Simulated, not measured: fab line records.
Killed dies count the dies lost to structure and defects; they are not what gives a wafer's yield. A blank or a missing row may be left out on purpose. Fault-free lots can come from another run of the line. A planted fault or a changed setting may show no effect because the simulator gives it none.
fab line records	flow sfq-line
[record] lots = 5	wafers = 23
route steps=325 shown INCOMING@2 L0@7 L0V@17 M0@29 I0@43 I1@74
start-h: start of the lot's first displayed wafer, in hours after the record's first day	wait-h: time in hours since the lot's previous step	" as in the row above	L1.1+2: several wafers, shown together as one row	- no value, or no start given	* or withheld: withheld	< > ~ a bound
route shown NAME@n: NAME is a module with steps in the file, n the number in the route of the first one	usual: the fault-free wafers' mean and standard deviation	same: alike in all rows	chamber/n: place in a boat	sites: the reading at each site	_std_site: standard deviation of those values	_edge_site: the outer-site mean with the inner-site mean subtracted	radius-mm: how far each site lies from the wafer's centre	mask NAME#n: copy n	behind: the last tool/chamber to shape the wafer	hold: cause of the lot's hold/its duration in hours/its outcome	device: which transistor (n, p or np) failed to switch	end of line: the same wafers' tests at the end of the route	a step without rows: its recipe alone	killed: not the wafer's yield, but the dies lost to structure and defects at the first sort	map: a wafer's dies, x killed, . not, _ none there
set.NAME: the run value of the setting; set.NAME@STEP: its run value at that earlier step	model.NAME: the simulator's own value behind a step, which no gauge read
lots whose settings were changed on purpose; a table a step, a row a wafer
[[steps]]
[step SFQ_TRILAYER_INCOMING_OXIDATION_002]
[recipe] temp-c = 1000	ambient = H2O	target-thk-a = 5000	p-h2o-torr = 720	ox-time-s = 4939
lot.wafer	tool	chamber	start-h	wait-h	set.ox-time-s	model.SiO2_of_TRILAYER_INCOMING_OXIDATION_002.thk-nm
L076.1	-	-	-	0.1	4939	490.2
L076.2	"	-	"	"	4939	492.5
L076.3	"	-	"	"	4939	495.3
L076.4	"	-	"	"	4939	496.3
L076.6	"	-	"	"	4939	493.7
L078.1	-	-	-	0.1	4407	458.9
L078.2	"	-	"	"	4407	462.8
L078.4	"	-	"	"	4407	463.7
L078.5	"	-	"	"	4407	465.6
L078.6	"	-	"	"	4407	460.2
L079.2	-	-	-	0.1	4233	451.6
L079.3	"	-	"	"	4233	449.5
L079.4	"	-	"	"	4233	455.4
L079.5	"	-	"	"	4233	456.2
L079.6	"	-	"	"	4233	461.7
L080.3	furnace-01	0	40.12	0.1	4939	512.3
L080.5	"	0	"	"	4939	524.3
L080.6	"	0	"	"	4939	512.4
L084.1+5	-	-	-	0.1	5157	517.8
L084.2	"	-	"	"	5157	518.9
L084.3	"	-	"	"	5157	518.3
L084.6	"	-	"	"	5157	515.2
[step SFQ_TRILAYER_L0_LITHO_COAT_005]
[recipe] resist = KrF	spin-rpm = 3000	resist-thk-nm = 600
lot.wafer	tool	chamber	start-h	wait-h	set.spin-rpm	model.KrF_of_TRILAYER_L0_LITHO_COAT_005.thk-nm
L076.1	litho-track-03	0	23.04	0.2	2808	620.8
L076.2	"	0	"	"	3000	601.7
L076.3	"	0	"	"	2808	620.9
L076.4	"	0	"	"	2808	618.6
L076.6	"	0	"	"	3000	600.7
L078.1	litho-track-02	0	33.05	0.2	3000	599.5
L078.2	"	0	"	"	3000	600
L078.4	"	0	"	"	3102	590.4
L078.5	"	0	"	"	3000	600.3
L078.6	"	0	"	"	3102	590.6
L079.2	litho-track-02	0	38.09	0.2	2876	612.2
L079.3	"	0	"	"	2876	612.5
L079.4	"	0	"	"	3000	597.3
L079.5	"	0	"	"	2876	611.2
L079.6	"	0	"	"	3000	599.4
L080.3	litho-track-04	0	43.14	0.2	3000	602.3
L080.5	"	0	"	"	3000	600.5
L080.6	"	0	"	"	3000	600
L084.1	litho-track-03	0	63.04	0.2	3000	600.1
L084.2	"	0	"	"	3000	601.5
L084.3	"	0	"	"	3000	601.1
L084.5+6	"	0	"	"	3000	599.4
[step SFQ_TRILAYER_L0_BARC_OPEN_METAL_ETCH_010]
[recipe] mask-material = PR	chemistry = O2	target-depth-nm = 125	target = BARC	icp-w = 600	bias-w = 80	pressure-mtorr = 10	time-s = 41.7
lot.wafer	tool	chamber	start-h	wait-h	set.icp-w	set.spin-rpm@TRILAYER_L0_LITHO_COAT_005	model.KrF_of_TRILAYER_L0_LITHO_COAT_005.thk-nm
L076.1	rie-metal-01	0	93.04	0.1	600	2808	543.2
L076.2	"	1	"	"	600	3000	525.6
L076.3	"	1	"	"	576.1	2808	546.8
L076.4	"	0	"	"	600	2808	541.3
L076.6	"	1	"	"	576.1	3000	526.5
L078.1	rie-metal-04	1	110.96	0.1	600	3000	522.5
L078.2	"	0	"	"	600	3000	523.2
L078.4	"	0	"	"	600	3102	513.6
L078.5	"	1	"	"	600	3000	523.4
L078.6	"	0	"	"	600	3102	513.9
L079.2	rie-metal-04	1	115.76	0.1	600	2876	535.8
L079.3	"	0	"	"	600	2876	536.2
L079.4	"	1	"	"	600	3000	520.3
L079.5	"	0	"	"	600	2876	534.7
L079.6	"	1	"	"	600	3000	522.7
L080.3	rie-metal-04	0	118.18	0.1	600	3000	526.3
L080.5	"	1	"	"	600	3000	524
L080.6	"	0	"	"	600	3000	523.9
L084.1	rie-metal-01	1	138.56	0.1	600	3000	523.6
L084.2	"	0	"	"	600	3000	524
L084.3	"	0	"	"	600	3000	523.2
L084.5	"	1	"	"	630.4	3000	520.6
L084.6	"	0	"	"	630.4	3000	519.4
[step SFQ_TRILAYER_L0_VIA_LITHO_COAT_018]
[recipe] resist = BARC	spin-rpm = 3000	resist-thk-nm = 62
lot.wafer	tool	chamber	start-h	wait-h	set.spin-rpm	model.BARC_of_TRILAYER_L0_VIA_LITHO_COAT_018.thk-nm
L076.1	litho-track-03	0	93.94	0.0	3000	62.09
L076.2	"	0	"	"	2920	62.94
L076.3	"	0	"	"	3000	61.95
L076.4	"	0	"	"	2920	62.86
L076.6	"	0	"	"	2920	62.98
L078.1	litho-track-04	0	111.87	0.0	3000	62.03
L078.2	"	0	"	"	2803	64.15
L078.4	"	0	"	"	3000	61.95
L078.5	"	0	"	"	3000	62.23
L078.6	"	0	"	"	2803	64.13
L079.2	litho-track-01	0	116.72	0.1	3000	62.04
L079.3	"	0	"	"	3090	61.45
L079.4	"	0	"	"	3000	62.22
L079.5	"	0	"	"	3000	62.32
L079.6	"	0	"	"	3090	61.6
L080.3	litho-track-01	0	119.17	0.1	3000	61.98
L080.5	"	0	"	"	3000	62.05
L080.6	"	0	"	"	3000	61.84
L084.1	litho-track-03	0	139.47	0.0	3000	61.8
L084.2	"	0	"	"	2883	63.16
L084.3	"	0	"	"	2883	63.03
L084.5	"	0	"	"	3000	61.96
L084.6	"	0	"	"	3000	61.89
[step SFQ_TRILAYER_M0_DEP_SPUTTER_019]
[recipe] material = Nb	base-pressure-pa = 1.33e-06	chamber-pressure-pa = 0.1333	substrate-temp-c = 20	resputter-cathode-voltage-v = 400	target-thk-nm = 200	power-w = 2000	time-s = 133.3
lot.wafer	tool	chamber	start-h	wait-h	set.time-s	model.Nb_of_TRILAYER_M0_DEP_SPUTTER_019.thk-nm
L076.1	pvd-sputter-05	-	172.11	0.0	118.2	175.1
L076.2	"	-	"	"	133.3	197.9
L076.3	"	-	"	"	118.2	174.9
L076.4	"	-	"	"	133.3	197.7
L076.6	"	-	"	"	118.2	174.6
L078.1	pvd-sputter-03	-	192.36	0.0	119.9	179.2
L078.2	"	-	"	"	119.9	178.1
L078.4+6	"	-	"	"	133.3	198.1
L078.5	"	-	"	"	133.3	199.7
L079.2	pvd-sputter-03	-	195.96	0.0	133.3	199.9
L079.3	"	-	"	"	124.2	186.4
L079.4	"	-	"	"	124.2	186.5
L079.5	"	-	"	"	133.3	200.8
L079.6	"	-	"	"	124.2	187
L080.3	pvd-sputter-03	-	200.76	0.0	133.3	196
L080.5	"	-	"	"	133.3	197.1
L080.6	"	-	"	"	133.3	199
L084.1	pvd-sputter-05	-	233.93	0.0	133.3	197.1
L084.2	"	-	"	"	138.7	205.8
L084.3	"	-	"	"	133.3	197.2
L084.5	"	-	"	"	133.3	198.4
L084.6	"	-	"	"	138.7	205.9
[step SFQ_M0_RS_MEAS_904]
[recipe] thk-meas-gauge = four-point-probe	reads = Nb_of_TRILAYER_M0_DEP_SPUTTER_019
[usual] M0_NB_RS = 0.893/0.0082
lot.wafer	tool	chamber	start-h	wait-h	set.time-s@TRILAYER_M0_DEP_SPUTTER_019	M0_NB_RS[ohm/sq]
L076.1	film-metro-03	-	172.20	0.0	118.2	1.015
L076.2	"	-	"	"	133.3	0.900
L076.3	"	-	"	"	118.2	1.021
L076.4	"	-	"	"	133.3	0.898
L076.6	"	-	"	"	118.2	1.021
L078.1	film-metro-01	-	192.45	0.0	119.9	0.993
L078.2	"	-	"	"	119.9	0.998
L078.4	"	-	"	"	133.3	0.898
L078.5	"	-	"	"	133.3	0.890
L078.6	"	-	"	"	133.3	0.898
L079.2	film-metro-02	-	196.07	0.1	133.3	0.890
L079.3	"	-	"	"	124.2	0.955
L079.4	"	-	"	"	124.2	0.956
L079.5	"	-	"	"	133.3	0.887
L079.6	"	-	"	"	124.2	0.954
L080.3	film-metro-01	-	200.89	0.1	133.3	0.907
L080.5	"	-	"	"	133.3	0.905
L080.6	"	-	"	"	133.3	0.892
L084.1	film-metro-03	-	234.02	0.0	133.3	0.903
L084.2	"	-	"	"	138.7	0.863
L084.3	"	-	"	"	133.3	0.903
L084.5	"	-	"	"	133.3	0.895
L084.6	"	-	"	"	138.7	0.865
[step SFQ_TRILAYER_M0_BARC_OPEN_METAL_ETCH_031]
[recipe] mask-material = PR	chemistry = O2	target-depth-nm = 125	target = BARC	icp-w = 600	bias-w = 80	pressure-mtorr = 10	time-s = 41.7
lot.wafer	tool	chamber	start-h	wait-h	set.bias-w
L076.1+2+6	rie-metal-03	1,0,0	263.90	0.0	71.23
L076.3+4	"	0,1	"	"	80
L078.1+5+6	rie-metal-03	1,1,0	286.70	0.0	86.9
L078.2+4	"	0	"	"	80
L079.2+3+4+5+6	rie-metal-01	0,1,0,0,1	293.90	0.0	80
L080.3+5+6	rie-metal-02	1,0,1	301.12	0.0	80
L084.1+2+3+5+6	rie-metal-01	0,1,0,1,0	343.54	0.0	80
[step SFQ_TRILAYER_M0_ETCH_METAL_ETCH_024]
[recipe] target = Nb	stop-on = SiO2	mask-material = PR	chemistry = Cl2/Ar	target-depth-nm = 240	icp-w = 600	bias-w = 80	pressure-mtorr = 10	time-s = 120
[usual] oes-product-au = 0.893/0.0067
lot.wafer	tool	chamber	start-h	wait-h	set.time-s@TRILAYER_M0_DEP_SPUTTER_019	oes-product-au
L076.1	rie-metal-03	1	263.96	0.0	118.2	0.832
L076.2	"	0	"	"	133.3	0.895
L076.3	"	0	"	"	118.2	0.834
L076.4	"	1	"	"	133.3	0.886
L076.6	"	0	"	"	118.2	0.829
L078.1	rie-metal-03	1	286.76	0.0	119.9	0.837
L078.2	"	0	"	"	119.9	0.838
L078.4	"	0	"	"	133.3	0.893
L078.5	"	1	"	"	133.3	0.893
L078.6	"	0	"	"	133.3	0.895
L079.2	rie-metal-01	0	293.96	0.0	133.3	0.889
L079.3	"	1	"	"	124.2	0.866
L079.4	"	0	"	"	124.2	0.861
L079.5	"	0	"	"	133.3	0.906
L079.6	"	1	"	"	124.2	0.860
L080.3	rie-metal-02	1	301.20	0.1	133.3	0.882
L080.5	"	0	"	"	133.3	0.881
L080.6	"	1	"	"	133.3	0.891
L084.1	rie-metal-01	0	343.60	0.0	133.3	0.881
L084.2	"	1	"	"	138.7	0.909
L084.3	"	0	"	"	133.3	0.895
L084.5	"	1	"	"	133.3	0.889
L084.6	"	0	"	"	138.7	0.915
[step SFQ_TRILAYER_I0_DEP_PECVD_027]
[recipe] material = SiO2	temp-c = 150	time-s = 111.11	pressure-torr = 2.4	rf-w = 183.3	precursor = SiH4/N2O	target-thk-nm = 500
lot.wafer	tool	chamber	start-h	wait-h	set.time-s	model.SiO2_of_TRILAYER_I0_DEP_PECVD_027.thk-nm
L076.1	pecvd-02	1	264.86	0.0	111.11	486.4
L076.2	"	0	"	"	111.11	492.2
L076.3	"	2	"	"	111.11	493.2
L076.4	"	2	"	"	111.11	505
L076.6	"	1	"	"	111.11	491.1
L078.1	pecvd-04	2	287.67	0.0	96.16	434.8
L078.2	"	1	"	"	96.16	430.2
L078.4	"	0	"	"	96.16	435.9
L078.5	"	2	"	"	111.11	512.6
L078.6	"	1	"	"	111.11	508.8
L079.2	pecvd-04	2	294.86	0.0	111.11	501.9
L079.3	"	1	"	"	111.11	492.5
L079.4	"	1	"	"	98.52	443.4
L079.5	"	0	"	"	98.52	445.2
L079.6	"	2	"	"	98.52	449.5
L080.3	pecvd-01	2	302.06	0.0	111.11	499
L080.5	"	0	"	"	111.11	506.7
L080.6	"	1	"	"	111.11	510.2
L084.1	pecvd-02	0	344.50	0.0	119.1	536.3
L084.2	"	2	"	"	111.11	502.1
L084.3	"	1	"	"	111.11	496.2
L084.5	"	1	"	"	119.1	535.8
L084.6	"	2	"	"	111.11	502.9
[step SFQ_TRILAYER_I0_CMP_CMP_028]
[recipe] material = SiO2	down-force-psi = 3	platen-rpm = 60	pad-velocity-m-s = 0.94248
[usual] time-to-endpoint-s = 214/7.6
lot.wafer	tool	chamber	start-h	wait-h	set.time-s@TRILAYER_I0_DEP_PECVD_027	time-to-endpoint-s
L076.3	cmp-01	0	264.94	0.0	111.11	205
L076.2	"	1	"	"	111.11	209
L076.4	"	2	"	"	111.11	213
L076.1	"	3	"	"	111.11	201
L076.6	"	1	267.44	2.5	111.11	203
L078.4	cmp-02	3	288.25	0.5	96.16	164
L078.2	"	0	"	"	96.16	164
L078.1	"	1	"	"	96.16	173
L078.5	"	2	"	"	111.11	221
L078.6	"	3	"	"	111.11	218
L079.3	cmp-01	1	296.05	1.2	111.11	208
L079.4	"	2	"	"	98.52	175
L079.2	"	3	"	"	111.11	216
L079.5	"	0	"	"	98.52	178
L079.6	"	1	"	"	98.52	178
L080.3	cmp-02	3	303.25	1.2	111.11	209
L080.5	"	2	304.75	2.6	111.11	216
L080.6	"	3	"	"	111.11	217
L084.3	cmp-01	2	348.78	4.2	111.11	222
L084.2	"	3	"	"	111.11	224
L084.1	"	0	"	"	119.1	254
L084.5	"	2	350.78	6.2	119.1	249
L084.6	"	3	"	"	111.11	229
[step SFQ_TRILAYER_I0_VIA_LITHO_COAT_031]
[recipe] resist = KrF	spin-rpm = 3000	resist-thk-nm = 650
lot.wafer	tool	chamber	start-h	wait-h	set.spin-rpm	model.KrF_of_TRILAYER_I0_VIA_LITHO_COAT_031.thk-nm
L076.1	litho-track-04	0	269.56	0.2	3000	648.2
L076.2	"	0	"	"	3000	648.3
L076.3	"	0	"	"	3000	649.2
L076.4	"	0	"	"	3000	648.9
L076.6	"	0	"	"	3000	649.8
L078.1	litho-track-02	0	292.37	0.2	2912	661.5
L078.2	"	0	"	"	2912	660.1
L078.4	"	0	"	"	3000	652.6
L078.5	"	0	"	"	3000	651.8
L078.6	"	0	"	"	2912	663.5
L079.2+5	litho-track-04	0	300.22	0.2	3000	649.1
L079.3	"	0	"	"	2925	658.7
L079.4	"	0	"	"	2925	659.6
L079.6	"	0	"	"	3000	649.4
L080.3	litho-track-02	0	307.47	0.2	3000	646.6
L080.5	"	0	"	"	3000	647.6
L080.6	"	0	"	"	3000	646.9
L084.1	litho-track-01	0	353.49	0.2	3000	650.1
L084.2+3	"	0	"	"	3000	649.5
L084.5	"	0	"	"	3000	648
L084.6	"	0	"	"	3000	649.4
[step SFQ_TRILAYER_I0_VIA_ETCH_VIA_ETCH_034]
[recipe] target = SiO2	stop-on = Nb	mask-material = PR	taper-deg = 20	chemistry = CHF3	target-depth-nm = 260	source-w = 500	bias-w = 80	pressure-mtorr = 30	time-s = withheld
lot.wafer	tool	chamber	start-h	wait-h	set.source-w	set.spin-rpm@TRILAYER_I0_VIA_LITHO_COAT_031	model.KrF_of_TRILAYER_I0_VIA_LITHO_COAT_031.thk-nm
L076.1	rie-diel-04	3	383.75	0.0	500	3000	523.7
L076.2+4	"	1,0	"	"	500	3000	523.9
L076.3	"	2	"	"	500	3000	525.6
L076.6	"	0	"	"	500	3000	525
L078.1	rie-diel-03	2	413.32	0.0	523.7	2912	536.7
L078.2	"	1	"	"	500	2912	536.2
L078.4	"	2	"	"	500	3000	528.3
L078.5	"	1	"	"	500	3000	527.9
L078.6	"	3	"	"	523.7	2912	538.2
L079.2	rie-diel-04	0	420.52	0.0	478.2	3000	527.2
L079.3	"	2	"	"	478.2	2925	536.5
L079.4	"	2	"	"	500	2925	537
L079.5	"	0	"	"	478.2	3000	526.9
L079.6	"	1	"	"	500	3000	527.4
L080.3	rie-diel-03	2	424.25	0.0	500	3000	522.9
L080.5+6	"	3,2	"	"	500	3000	523.4
L084.1	rie-diel-04	1	487.95	0.0	555.9	3000	524.6
L084.2	"	3	"	"	555.9	3000	525.7
L084.3	"	0	"	"	500	3000	524.4
L084.5	"	1	"	"	555.9	3000	522.7
L084.6	"	0	"	"	500	3000	524.1
[step SFQ_TRILAYER_I1_CMP_CMP_046]
[recipe] material = SiO2	down-force-psi = 3	platen-rpm = 60	pad-velocity-m-s = 0.94248
lot.wafer	tool	chamber	start-h	wait-h	set.leave-above-ref-nm	model.SiO2_of_TRILAYER_I1_DEP_PECVD_045.thk-nm
L076.3+6	cmp-01	1	528.69	0.0	200	199.4
L076.2	"	2	"	"	200	199.7
L076.4	"	3	"	"	200	200.5
L076.1	"	0	"	"	200	200
L078.2	cmp-01	0	555.72	0.5	205.3	205.8
L078.1+4	"	1,2	"	"	205.3	205
L078.5	"	3	557.22	2.0	200	201.1
L078.6	"	0	"	"	200	200.6
L079.4	cmp-01	2	564.94	0.0	191.3	192.5
L079.3	"	0	565.94	1.0	200	201.2
L079.2	"	1	"	"	191.3	191.6
L079.6	"	2	"	"	200	200.7
L079.5	"	3	"	"	200	201.3
L080.3+6	cmp-01	1,0	569.07	0.5	200	200.8
L080.5	"	1	571.07	2.5	200	199.8
L084.2	cmp-02	1	639.01	7.2	200	198.3
L084.3	"	2	"	"	200	198.4
L084.1	"	3	"	"	200	196.4
L084.6	"	1	641.01	9.2	200	199.7
L084.5	"	2	"	"	200	197.3
[step SFQ_TRILAYER_I1_METRO_MEASURE_047]
[usual] thk-nm = 199.8/1.3
lot.wafer	tool	chamber	start-h	wait-h	set.leave-above-ref-nm@TRILAYER_I1_CMP_CMP_046	thk-nm
L076.1	film-metro-04	-	531.81	0.1	200	200.0
L076.2	"	-	"	"	200	199.7
L076.3	"	-	"	"	200	199.5
L076.4	"	-	"	"	200	200.5
L076.6	"	-	"	"	200	199.4
L078.1	film-metro-04	-	558.34	0.1	205.3	205.2
L078.2	"	-	"	"	205.3	206.1
L078.4	"	-	"	"	205.3	205.0
L078.5	"	-	"	"	200	201.2
L078.6	"	-	"	"	200	200.6
L079.2	film-metro-03	-	568.26	0.3	191.3	191.6
L079.3	"	-	"	"	200	201.1
L079.4	"	-	"	"	191.3	192.5
L079.5	"	-	"	"	200	201.2
L079.6	"	-	"	"	200	200.6
L080.3	film-metro-04	-	572.09	0.5	200	200.6
L080.5	"	-	"	"	200	199.8
L080.6	"	-	"	"	200	200.7
L084.1	film-metro-03	-	642.13	0.1	200	196.3
L084.2	"	-	"	"	200	198.2
L084.3	"	-	"	"	200	198.6
L084.5	"	-	"	"	200	197.3
L084.6	"	-	"	"	200	199.6
[step SFQ_TRILAYER_I1_VIA_LITHO_COAT_054]
[recipe] resist = BARC	spin-rpm = 3000	resist-thk-nm = 62
lot.wafer	tool	chamber	start-h	wait-h	set.spin-rpm	model.BARC_of_TRILAYER_I1_VIA_LITHO_COAT_054.thk-nm
L076.1	litho-track-04	0	533.01	1.0	3153	60.49
L076.2+3	"	0	"	"	3000	62.12
L076.4	"	0	"	"	3000	62.37
L076.6	"	0	"	"	3153	60.9
L078.1	litho-track-04	0	559.54	1.0	3000	61.78
L078.2	"	0	"	"	3109	60.78
L078.4	"	0	"	"	3109	60.72
L078.5	"	0	"	"	3000	61.76
L078.6	"	0	"	"	3109	60.45
L079.2	litho-track-03	0	569.31	0.8	3000	62
L079.3	"	0	"	"	3000	61.83
L079.4	"	0	"	"	2928	62.6
L079.5	"	0	"	"	2928	62.73
L079.6	"	0	"	"	3000	62.13
L080.3+6	litho-track-04	0	572.99	0.7	3000	62.12
L080.5	"	0	"	"	3000	61.96
L084.1	litho-track-03	0	643.33	1.0	3000	62.28
L084.2	"	0	"	"	3000	62.21
L084.3	"	0	"	"	2894	63.46
L084.5	"	0	"	"	2894	63.22
L084.6	"	0	"	"	2894	63.18
[step SFQ_TRILAYER_I1_VIA_LITHO_COAT_049]
[recipe] resist = KrF	spin-rpm = 3000	resist-thk-nm = 650
[step SFQ_TRILAYER_I1_VIA_LITHO_SOFTBAKE_053]
[recipe] temp-c = withheld	time-s = withheld	resist = KrF
[step SFQ_TRILAYER_I1_VIA_LITHO_DEVELOP_051]
[recipe] time-s = 60	resist = KrF
[step SFQ_TRILAYER_I1_VIA_BARC_OPEN_VIA_ETCH_071]
[recipe] mask-material = PR	chemistry = O2	target-depth-nm = 125	target = BARC	source-w = 513.8	bias-w = 80	pressure-mtorr = 30	time-s = 41.7
lot.wafer	tool	chamber	start-h	wait-h	set.spin-rpm@TRILAYER_I1_VIA_LITHO_COAT_054	model.etch.depth-nm
L076.1+6	rie-diel-02	2	675.20	0.0	3153	-
L076.2+3+4	"	1,0,3	"	"	3000	-
L078.1	rie-diel-01	1	705.20	0.0	3000	-
L078.2+6	"	2	"	"	3109	-
L078.4	"	0	"	"	3109	60.72
L078.5	"	1	"	"	3000	61.76
L079.2	rie-diel-01	0	715.24	0.0	3000	62
L079.3+6	"	3,2	"	"	3000	-
L079.4+5	"	2,1	"	"	2928	-
L080.3+6	rie-diel-03	1,3	721.37	0.0	3000	62.12
L080.5	"	2	"	"	3000	61.96
L084.1	rie-diel-03	1	781.72	0.0	3000	62.28
L084.2	"	2	"	"	3000	-
L084.3	"	0	"	"	2894	63.46
L084.5+6	"	2,3	"	"	2894	-
[[key]]
[split] step = SFQ_TRILAYER_INCOMING_OXIDATION_002	setting = ox-time-s	stated = 4939	by = lot
[response] step = SFQ_TRILAYER_INCOMING_OXIDATION_002	reading = model.SiO2_of_TRILAYER_INCOMING_OXIDATION_002.thk-nm	change = +3.45	per = 1%	r = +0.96
[split] step = SFQ_TRILAYER_L0_LITHO_COAT_005	setting = spin-rpm	stated = 3000	by = wafer
[response] step = SFQ_TRILAYER_L0_LITHO_COAT_005	reading = model.KrF_of_TRILAYER_L0_LITHO_COAT_005.thk-nm	change = -3.01	per = 1%	r = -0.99
[response] step = SFQ_TRILAYER_L0_BARC_OPEN_METAL_ETCH_010	reading = model.KrF_of_TRILAYER_L0_LITHO_COAT_005.thk-nm	change = -2.92	per = 1%	r = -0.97
[split] step = SFQ_TRILAYER_L0_BARC_OPEN_METAL_ETCH_010	setting = icp-w	stated = 600	by = wafer
response none clear
[split] step = SFQ_TRILAYER_L0_VIA_LITHO_COAT_018	setting = spin-rpm	stated = 3000	by = wafer
[response] step = SFQ_TRILAYER_L0_VIA_LITHO_COAT_018	reading = model.BARC_of_TRILAYER_L0_VIA_LITHO_COAT_018.thk-nm	change = -0.305	per = 1%	r = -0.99
[split] step = SFQ_TRILAYER_M0_DEP_SPUTTER_019	setting = time-s	stated = 133.3	by = wafer
[response] step = SFQ_TRILAYER_M0_DEP_SPUTTER_019	reading = model.Nb_of_TRILAYER_M0_DEP_SPUTTER_019.thk-nm	change = +2.01	per = 1%	r = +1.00
[response] step = SFQ_M0_RS_MEAS_904	reading = M0_NB_RS	change = -0.0102	per = 1%	r = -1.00
[response] step = SFQ_TRILAYER_M0_ETCH_METAL_ETCH_024	reading = oes-product-au	change = +0.00537	per = 1%	r = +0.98
[split] step = SFQ_TRILAYER_M0_BARC_OPEN_METAL_ETCH_031	setting = bias-w	stated = 80	by = wafer
response none clear
[split] step = SFQ_TRILAYER_I0_DEP_PECVD_027	setting = time-s	stated = 111.11	by = wafer
[response] step = SFQ_TRILAYER_I0_DEP_PECVD_027	reading = model.SiO2_of_TRILAYER_I0_DEP_PECVD_027.thk-nm	change = +5.19	per = 1%	r = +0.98
[response] step = SFQ_TRILAYER_I0_CMP_CMP_028	reading = time-to-endpoint-s	change = *	per = 1%	r = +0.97
[split] step = SFQ_TRILAYER_I0_VIA_LITHO_COAT_031	setting = spin-rpm	stated = 3000	by = wafer
[response] step = SFQ_TRILAYER_I0_VIA_LITHO_COAT_031	reading = model.KrF_of_TRILAYER_I0_VIA_LITHO_COAT_031.thk-nm	change = -3.55	per = 1%	r = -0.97
[response] step = SFQ_TRILAYER_I0_VIA_ETCH_VIA_ETCH_034	reading = model.KrF_of_TRILAYER_I0_VIA_LITHO_COAT_031.thk-nm	change = -3.37	per = 1%	r = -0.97
[split] step = SFQ_TRILAYER_I0_VIA_ETCH_VIA_ETCH_034	setting = source-w	stated = 500	by = wafer
response none clear
[split] step = SFQ_TRILAYER_I1_CMP_CMP_046	setting = leave-above-ref-nm	stated = 200	by = wafer
[response] step = SFQ_TRILAYER_I1_CMP_CMP_046	reading = model.SiO2_of_TRILAYER_I1_DEP_PECVD_045.thk-nm	change = +1.97	per = 1%	r = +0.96
[response] step = SFQ_TRILAYER_I1_METRO_MEASURE_047	reading = thk-nm	change = +1.95	per = 1%	r = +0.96
[split] step = SFQ_TRILAYER_I1_VIA_LITHO_COAT_054	setting = spin-rpm	stated = 3000	by = wafer
[response] step = SFQ_TRILAYER_I1_VIA_LITHO_COAT_054	reading = model.BARC_of_TRILAYER_I1_VIA_LITHO_COAT_054.thk-nm	change = -0.298	per = 1%	r = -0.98
[response] step = SFQ_TRILAYER_I1_VIA_BARC_OPEN_VIA_ETCH_071	reading = model.etch.depth-nm	change = -0.309	per = 1%	r = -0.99
